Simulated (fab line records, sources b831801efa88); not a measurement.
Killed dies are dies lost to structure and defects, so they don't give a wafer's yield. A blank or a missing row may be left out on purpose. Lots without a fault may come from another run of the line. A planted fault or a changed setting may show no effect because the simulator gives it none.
Which tool did it? | flow sfq_line | 14 lots, 42 wafers sampled, at 5 steps of a route of 325

WHAT THE GAUGES READ, wafer by wafer
SFQ_I3_BOW_MEAS_922. Usual: I3_BOW 2 um, standard deviation 8.6.
lot  | measured     | on            | I3_BOW (um) | flag
L758 | day 33 08:10 | film_metro-03 | -9 -4 -4    |
L759 | day 33 14:11 | film_metro-03 | 18 1 18     |
L760 | day 33 14:30 | film_metro-01 | 19 7 12     |
L761 | day 34 11:08 | film_metro-01 | 2 1 5       |
L762 | day 35 06:07 | film_metro-04 | -25 3 -14   |
L763 | day 35 08:10 | film_metro-03 | 11 15 3     |
L765 | day 39 06:31 | film_metro-03 | -7 4 -8     |
L766 | day 39 15:32 | film_metro-04 | -10 1 5     |
L767 | day 39 19:08 | film_metro-03 | 7 -3 4      |
L768 | day 46 05:14 | film_metro-04 | 5 0 8       |
L773 | day 48 03:44 | film_metro-01 | 7 2 3       |
L774 | day 48 18:47 | film_metro-04 | 0 6 -6      |
L778 | day 49 09:44 | film_metro-04 | 14 4 17     |
L781 | day 50 00:16 | film_metro-03 | -6 -5 -4    |

SFQ_JJ_RS_MEAS_929: measures by four-point-probe. Usual: JJ_NB_RS 1.057 ohm/sq, standard deviation 0.017.
lot  | measured     | on            | JJ_NB_RS (ohm/sq)                   | flag
L758 | day 50 03:08 | film_metro-04 | 1.073 1.077 1.074                   |
L759 | day 50 16:19 | film_metro-02 | 1.054 1.052 1.051                   |
L760 | day 50 17:30 | film_metro-01 | 1.047 1.060 1.038                   |
L761 | day 51 10:58 | film_metro-01 | 1.057 1.038 1.055                   |
L762 | day 51 12:47 | film_metro-04 | 1.080 1.076 1.079                   |
L763 | day 51 14:59 | film_metro-04 | 1.064 1.070 1.071                   |
L765 | day 51 19:46 | film_metro-02 | 1.066 1.067 1.078                   |
L766 | day 51 21:35 | film_metro-02 | 1.039 1.062 0.718 1.037 1.063 0.718 | OFF
L767 | day 51 22:11 | film_metro-01 | 1.072 1.059 1.074                   |
L768 | day 51 23:58 | film_metro-02 | 1.062 0.707 1.037 1.061 0.708 1.038 | OFF
L773 | day 58 06:49 | film_metro-02 | 1.021 1.034 1.021                   |
L774 | day 58 22:26 | film_metro-01 | 1.028 1.039 1.047                   |
L778 | day 59 20:45 | film_metro-01 | 1.054 1.048 1.066                   |
L781 | day 60 08:44 | film_metro-01 | 1.045 1.047 1.048                   |

WHICH TOOL RAN EACH LOT (tool, then ch and the chambers of the sampled wafers, then the start)
lot  | SFQ_TRILAYER_M3_STRIP_STRIP_079   | SFQ_TRILAYER_I3_VIA_ETCH_VIA_ETCH_088 | SFQ_TRILAYER_JJ_TRILAYER_DEP_SPUTTER_112
L758 | rie_metal-01 ch 0,1, day 30 16:29 | rie_diel-02 ch 0,2,3, day 38 10:13    | pvd_sputter-03, day 50 03:02
L759 | rie_metal-02 ch 0,1, day 30 23:01 | rie_diel-04 ch 0,1,3, day 38 17:25    | pvd_sputter-06, day 50 16:12
L760 | rie_metal-02 ch 0,1, day 31 01:13 | rie_diel-02 ch 0,2,3, day 38 18:37    | pvd_sputter-04, day 50 17:25
L761 | rie_metal-02 ch 0,1, day 32 16:02 | rie_diel-03 ch 0,1,3, day 40 02:09    | pvd_sputter-04, day 51 10:53
L762 | rie_metal-02 ch 0,1, day 33 16:08 | rie_diel-02 ch 0,1, day 41 03:21      | pvd_sputter-03, day 51 12:41
L763 | rie_metal-02 ch 1, day 33 18:27   | rie_diel-02 ch 0,1,2, day 41 06:57    | pvd_sputter-04, day 51 14:53
L765 | rie_metal-03 ch 1, day 39 02:03   | rie_diel-04 ch 0,2, day 45 10:50      | pvd_sputter-03, day 51 19:41
L766 | rie_metal-02 ch 0, day 39 05:52   | rie_diel-02 ch 0,3, day 45 12:10      | pvd_sputter-04, day 51 21:29
L767 | rie_metal-02 ch 0,1, day 39 11:54 | rie_diel-04 ch 0,2,3, day 45 13:22    | pvd_sputter-03, day 51 22:05
L768 | rie_metal-02 ch 0,1, day 45 13:23 | rie_diel-04 ch 1,2,3, day 46 14:21    | pvd_sputter-04, day 51 23:53
L773 | rie_metal-01 ch 0, day 46 20:39   | rie_diel-04 ch 0,3, day 52 07:01      | pvd_sputter-04, day 58 06:44
L774 | rie_metal-01 ch 0,1, day 47 05:53 | rie_diel-04 ch 2,3, day 53 02:17      | pvd_sputter-04, day 58 22:17
L778 | rie_metal-03 ch 0,1, day 47 18:53 | rie_diel-02 ch 0,2, day 53 22:37      | pvd_sputter-03, day 59 20:40
L781 | rie_metal-01 ch 0, day 48 09:24   | rie_diel-03 ch 1,2, day 54 09:25      | pvd_sputter-04, day 60 08:38
- SFQ_TRILAYER_M3_STRIP_STRIP_079: strips in O2.
- SFQ_TRILAYER_I3_VIA_ETCH_VIA_ETCH_088: etches SiO2 in CHF3, stops on Nb, target depth 260 nm.
- SFQ_TRILAYER_JJ_TRILAYER_DEP_SPUTTER_112: material Nb, target thk 170 nm, time 113.3 s.

WHAT THE TOOLS THEMSELVES READ (means of the sampled wafers that have a number; where no wafer has one, the mark that the record gives instead)
SFQ_TRILAYER_M3_STRIP_STRIP_079. Usual: drypump_motor_current_A 5.5 A, standard deviation 0.6; oes_product_au 0.996 a.u., standard deviation 0.0083.
lot  | tool         | drypump_motor_current_A (A) | oes_product_au (a.u.) | flag
L758 | rie_metal-01 | 5.6                         | 0.989                 |
L759 | rie_metal-02 | 5.3                         | 0.995                 |
L760 | rie_metal-02 | 5.5                         | 0.994                 |
L761 | rie_metal-02 | 5.3                         | 0.997                 |
L762 | rie_metal-02 | 5.2                         | 0.988                 |
L763 | rie_metal-02 | 5.7                         | 0.998                 |
L765 | rie_metal-03 | 5.2                         | 0.993                 |
L766 | rie_metal-02 | 5.0                         | 0.990                 |
L767 | rie_metal-02 | 5.2                         | 0.990                 |
L768 | rie_metal-02 | 5.2                         | 0.996                 |
L773 | rie_metal-01 | 5.1                         | 1.008                 |
L774 | rie_metal-01 | 6.1                         | 0.999                 |
L778 | rie_metal-03 | 5.2                         | 0.999                 |
L781 | rie_metal-01 | 5.1                         | 1.008                 |

SFQ_TRILAYER_I3_VIA_ETCH_VIA_ETCH_088. Usual: bias_w 80.00 W, standard deviation 0.23; drypump_motor_current_A 5.7 A, standard deviation 0.4; oes_product_au 0.854 a.u., standard deviation 0.0048.
lot  | tool        | bias_w (W) | drypump_motor_current_A (A) | oes_product_au (a.u.) | flag
L758 | rie_diel-02 | 79.84      | 5.7                         | 0.853                 |
L759 | rie_diel-04 | 80.17      | 6.1                         | 0.855                 |
L760 | rie_diel-02 | 80.02      | 5.7                         | 0.861                 |
L761 | rie_diel-03 | 80.05      | 5.4                         | 0.850                 |
L762 | rie_diel-02 | 79.84      | 5.3                         | 0.850                 |
L763 | rie_diel-02 | 80.16      | 5.4                         | 0.856                 |
L765 | rie_diel-04 | 79.96      | 6.1                         | 0.857                 |
L766 | rie_diel-02 | 80.11      | 5.6                         | 0.855                 |
L767 | rie_diel-04 | 79.99      | 6.1                         | 0.850                 |
L768 | rie_diel-04 | 79.68      | 6.0                         | 0.862                 |
L773 | rie_diel-04 | 79.93      | 6.2                         | 0.858                 |
L774 | rie_diel-04 | 80.22      | 6.1                         | 0.855                 |
L778 | rie_diel-02 | 79.94      | 5.6                         | 0.853                 |
L781 | rie_diel-03 | 79.96      | 6.0                         | 0.854                 |

SFQ_TRILAYER_JJ_TRILAYER_DEP_SPUTTER_112. Usual: throttle_valve_pct 30.2 %, standard deviation 1.3.
lot  | tool           | throttle_valve_pct (%) | flag
L758 | pvd_sputter-03 | 29.8                   |
L759 | pvd_sputter-06 | 30.4                   |
L760 | pvd_sputter-04 | 30.2                   |
L761 | pvd_sputter-04 | 31.1                   |
L762 | pvd_sputter-03 | 29.2                   |
L763 | pvd_sputter-04 | 31.0                   |
L765 | pvd_sputter-03 | 29.8                   |
L766 | pvd_sputter-04 | 29.9                   |
L767 | pvd_sputter-03 | 29.7                   |
L768 | pvd_sputter-04 | 31.1                   |
L773 | pvd_sputter-04 | 30.4                   |
L774 | pvd_sputter-04 | 31.3                   |
L778 | pvd_sputter-03 | 29.2                   |
L781 | pvd_sputter-04 | 31.1                   |

THE ANSWER, worked out from the rows above alone
Rule: a lot is off if the mean of its wafers that have a number lies more than 3 standard deviations from the usual mean. A lot without any number at a reading at which 4 lots or more have one is off too. The other lots that the step has rows for count as sound. The gauges are gone through in route order, then the tools' own readings, and for those a lot's mean is taken as printed above. The first step at which some lot is off is used, and at that step the reading that is off furthest; a lot without a number counts as furthest.
Off: L766, L768, at SFQ_JJ_RS_MEAS_929 (JJ_NB_RS).
A tool fits if, at a process step before that reading, it ran every lot that is off, and no sound lot after the first of them. The gauges at SFQ_JJ_RS_MEAS_929 are tried like those tools. None of those tried fits.

WHAT THE SIMULATOR HAD PUT IN
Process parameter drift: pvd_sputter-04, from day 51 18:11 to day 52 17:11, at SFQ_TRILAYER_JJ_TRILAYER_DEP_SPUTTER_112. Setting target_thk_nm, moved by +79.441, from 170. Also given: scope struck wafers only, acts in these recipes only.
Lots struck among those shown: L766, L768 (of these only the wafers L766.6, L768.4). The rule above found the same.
